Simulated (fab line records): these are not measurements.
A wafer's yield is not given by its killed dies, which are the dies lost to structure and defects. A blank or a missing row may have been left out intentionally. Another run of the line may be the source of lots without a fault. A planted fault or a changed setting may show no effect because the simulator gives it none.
Lot-split experiment    flow gf180mcu    route with 602 steps; 5 lots, 23 wafers read

== ABOUT THE SPLIT ==
At GF_CONTACT_CVD_24 (deposits W, target thk 300 nm, time 90.339 s), the setting temp c was moved away from the recipe's 400 C on 9 of the 23 wafers read, by -2.5% to -1.9%. All remaining wafers had this setting at the recipe value.

== SPLIT TO READING: what lies between them in the file, 1 step ==
- GF_CONTACT_RS_MEAS_25: measures by four-point-probe

== THE READING ==
CONTACT_W_THK, in nm, at GF_CONTACT_THK_MEAS_26 (measures by xrf). A value of 293 nm with a standard deviation of 3.9 nm is what fault-free wafers of this fab line usually give.

wafer   tool, chamber at the split  temp c as run, C  against the recipe  CONTACT_W_THK, nm  against lot-mates on the recipe
L074.1  cvd w-01, 0                 400               recipe              291                -
L074.3  cvd w-01, 1                 400               recipe              290                -
L074.4  cvd w-01, 0                 390.2             -2.5%               248                -42
L074.5  cvd w-01, 0                 390.2             -2.5%               242                -48
L074.6  cvd w-01, 1                 390.2             -2.5%               243                -48
L076.1  cvd w-01, 1                 400               recipe              294                -
L076.4  cvd w-01, 1                 400               recipe              292                -
L076.5  cvd w-01, 0                 400               recipe              297                -
L080.1  cvd w-02, 1                 400               recipe              298                -
L080.2  cvd w-02, 0                 392.3             -1.9%               255                -41
L080.4  cvd w-02, 0                 392.3             -1.9%               257                -39
L080.5  cvd w-02, 0                 392.3             -1.9%               261                -35
L080.6  cvd w-02, 1                 400               recipe              294                -
L083.1  cvd w-02, 0                 400               recipe              291                -
L083.2  cvd w-02, 1                 400               recipe              289                -
L083.3  cvd w-02, 0                 400               recipe              291                -
L083.4  cvd w-02, 1                 400               recipe              288                -
L083.6  cvd w-02, 0                 400               recipe              291                -
L085.1  cvd w-01, 0                 400               recipe              294                -
L085.2  cvd w-01, 1                 400               recipe              297                -
L085.4  cvd w-01, 0                 392.5             -1.9%               258                -38
L085.5  cvd w-01, 1                 392.5             -1.9%               261                -34
L085.6  cvd w-01, 0                 392.5             -1.9%               258                -38

FIT RESULTS
A straight line over all 23 wafers: CONTACT_W_THK changes by +18.9 nm for each +1% of temp c; r = +0.99; the points scatter about the line by 3.1 nm.
The same after taking each lot's own level away (the mean of its wafers on the recipe; 23 wafers): +19.3 nm for each +1%; r = +1.00; scatter 2 nm.
That fit puts the effect of the largest move of temp c on the reading at 47 nm.
Across the lots, their own levels run from 290.0 to 296.0 nm, a range of 1.5 times the standard deviation given above.
The two slopes agree, so the slope changes little with the lot-to-lot level.
Check: with one of the wafers moved furthest among these (-2.5%) left out of the fit, the line predicts -48.2 nm for it against its lot-mates. It came out at -42.5 nm against them.

== THE OTHER SPLITS THESE WAFERS WENT THROUGH ==
These wafers also went through other splits before the reading. Each is held against what the fit with the lots' levels taken away leaves over:
other split on the same wafers    wafers away from the commonest value  r with CONTACT_W_THK (lot level and that fit taken away)
GF_PSD_IMPLANT_09 energy kev      5                                     +0.02
GF_SAB_DEVELOP_08 dev temp c      10                                    -0.08
GF_SAB_ETCH_11 source w           6                                     +0.27
GF_SALICIDE_SPUTTER_03 time s     9                                     +0.00
GF_CONTACT_COAT_09 resist thk nm  10                                    -0.11
GF_CONTACT_PEB_12 peb time s      5                                     -0.24

== THE WHOLE CHAIN: every reading that the file lists as answering this split, in the file's order ==
step                    what it does                                  reading                                                                      change (the file's fit)              r (the file's)
GF_CONTACT_CVD_24       deposits W, target thk 300 nm, time 90.339 s  W_of_CONTACT_CVD_24.thk nm (the simulator's own value, which no gauge read)  +20 nm for each +1% of the setting   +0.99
GF_CONTACT_RS_MEAS_25   measures by four-point-probe                  CONTACT_W_RS                                                                 -0.0306 for each +1% of the setting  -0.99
GF_CONTACT_THK_MEAS_26  measures by xrf                               CONTACT_W_THK                                                                +19.4 for each +1% of the setting    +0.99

== FILE'S OWN FIT ==
CONTACT_W_THK changes by +19.4 nm for each +1% of temp c, r = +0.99.
